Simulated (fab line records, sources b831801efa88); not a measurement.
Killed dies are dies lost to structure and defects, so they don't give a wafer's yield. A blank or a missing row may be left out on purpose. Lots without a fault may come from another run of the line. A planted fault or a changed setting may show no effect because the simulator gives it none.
Which tool did it? | flow sky130 | 12 lots, 36 wafers sampled, at 2 steps of a route of 708

WHAT THE GAUGES READ, wafer by wafer
SKY_VIA1_RS_MEAS_22: measures by four-point-probe.
lot  | measured     | on            | VIA1_W_RS (ohm/sq)
L075 | day 34 11:46 | film_metro-03 | 0.429 0.432 0.426
L077 | day 35 05:26 | film_metro-03 | 0.433 0.431 0.429
L079 | day 35 20:38 | film_metro-01 | 0.417 0.430 0.417
L081 | day 36 03:35 | film_metro-01 | 0.425 0.426 0.423
L083 | day 36 22:01 | film_metro-02 | 0.423 0.423 0.428
L084 | day 37 07:01 | film_metro-01 | 0.433 0.422 0.428
L087 | day 37 22:20 | film_metro-01 | 0.430 0.426 0.432
L089 | day 38 13:17 | film_metro-03 | 0.413 0.412 0.420
L091 | day 39 18:28 | film_metro-03 | 0.427 0.429 0.428
L092 | day 39 20:41 | film_metro-01 | 0.433 0.431 0.433
L095 | day 40 10:44 | film_metro-01 | 0.413 0.419 0.431
L097 | day 40 23:32 | film_metro-02 | 0.431 0.427 0.427

WHICH TOOL RAN EACH LOT (tool, then ch and the chambers of the sampled wafers, then the start)
lot  | SKY_METAL1_SPUTTER_00
L075 | pvd_sputter-04, day 32 02:20
L077 | pvd_sputter-02, day 32 21:04
L079 | pvd_sputter-02, day 33 15:05
L081 | pvd_sputter-02, day 33 20:54
L083 | pvd_sputter-04, day 34 16:22
L084 | pvd_sputter-02, day 35 01:11
L087 | pvd_sputter-04, day 35 14:57
L089 | pvd_sputter-04, day 36 07:33
L091 | pvd_sputter-01, day 37 14:08
L092 | pvd_sputter-02, day 37 16:20
L095 | pvd_sputter-04, day 38 07:39
L097 | pvd_sputter-01, day 38 20:05
- SKY_METAL1_SPUTTER_00: material Ti, target thk 15 nm, time 10 s.

THE ANSWER, worked out from the rows above alone
Rule: what is usual is taken from the lots themselves. Put in order of their means at a reading, lots are off if they are a third of the lots or fewer, leave a main group of 4 or more, and stand apart from it by a gap of 3 or more times the standard deviation of the main group's means; of several such gaps the widest counts. A main group whose means are all the same, to the digits that the tables above print for the reading, isn't used. A lot without any number at a reading at which 4 lots or more have one is off too. The other lots that the step has rows for count as sound.
No lot is off at any reading shown: from this, nothing can be told.

WHAT THE SIMULATOR HAD PUT IN
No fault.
